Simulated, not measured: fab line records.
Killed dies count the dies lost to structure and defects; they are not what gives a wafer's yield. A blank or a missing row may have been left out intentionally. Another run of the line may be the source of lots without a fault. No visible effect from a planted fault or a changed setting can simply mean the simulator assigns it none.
Matching of chambers :: flow sfq_line :: SFQ_TRILAYER_I3_CMP_CMP_082 on cmp-01 has 4 sister chambers
The step polishes SiO2. 8 wafers are shown with their chamber, then 8 later ones without.

== WAFERS PAIRED WITH THEIR CHAMBERS ==
wafer: L981.6
chamber: 2
motor_current_A (A): 10.0
time_to_endpoint_s (s): 214

wafer: L983.3
chamber: 3
motor_current_A (A): 10.9
time_to_endpoint_s (s): 221

wafer: L983.5
chamber: 0
motor_current_A (A): 11.3
time_to_endpoint_s (s): 225

wafer: L983.6
chamber: 1
motor_current_A (A): 12.6
time_to_endpoint_s (s): 221

wafer: L984.1
chamber: 1
motor_current_A (A): 12.6
time_to_endpoint_s (s): 204

wafer: L984.2
chamber: 3
motor_current_A (A): 11.9
time_to_endpoint_s (s): 212

wafer: L984.3
chamber: 0
motor_current_A (A): 11.3
time_to_endpoint_s (s): 211

wafer: L985.1
chamber: 2
motor_current_A (A): 9.5
time_to_endpoint_s (s): 209

== WAFERS WITHOUT THEIR CHAMBER ==
wafer: L985.5
motor_current_A (A): 9.2
time_to_endpoint_s (s): 214

wafer: L985.6
motor_current_A (A): 11.8
time_to_endpoint_s (s): 217

wafer: L987.1
motor_current_A (A): 12.3
time_to_endpoint_s (s): 211

wafer: L987.2
motor_current_A (A): 11.4
time_to_endpoint_s (s): 207

wafer: L987.5
motor_current_A (A): 11.5
time_to_endpoint_s (s): 215

wafer: L989.3
motor_current_A (A): 9.8
time_to_endpoint_s (s): 216

wafer: L989.2
motor_current_A (A): 11.3
time_to_endpoint_s (s): 213

wafer: L989.4
motor_current_A (A): 11.9
time_to_endpoint_s (s): 223

== WHICH CHAMBER EACH ONE RAN IN ==
wafer: L985.5
from the rows above: 2
in truth: 2

wafer: L985.6
from the rows above: can't be placed: 3 or 0 or 1
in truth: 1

wafer: L987.1
from the rows above: can't be placed: 1 or 3 or 0
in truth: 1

wafer: L987.2
from the rows above: can't be placed: 3 or 0 or 1
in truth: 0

wafer: L987.5
from the rows above: can't be placed: 3 or 0
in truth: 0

wafer: L989.3
from the rows above: 2
in truth: 2

wafer: L989.2
from the rows above: can't be placed: 3 or 0
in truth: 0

wafer: L989.4
from the rows above: can't be placed: 3 or 0 or 1
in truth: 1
Correctly placed: 2 of 8. Can't be placed from these rows: 6 (the true chamber is among the candidates in 6). Placed wrongly: 0.
How it was worked out, from the rows above alone: a wafer's distance from a chamber is the root of the sum, over the readings, of the square of ((its reading less the chamber's mean) divided by the reading's scatter). The wafer belongs to the nearest chamber; if the next one is less than 2 further off, it can't be placed. The mean given for a chamber averages the wafers shown for that chamber. How the scatter is found: for the shown wafers, subtract from each reading the mean of its chamber, square and add these, divide the total by (wafers less chambers), then take the root.
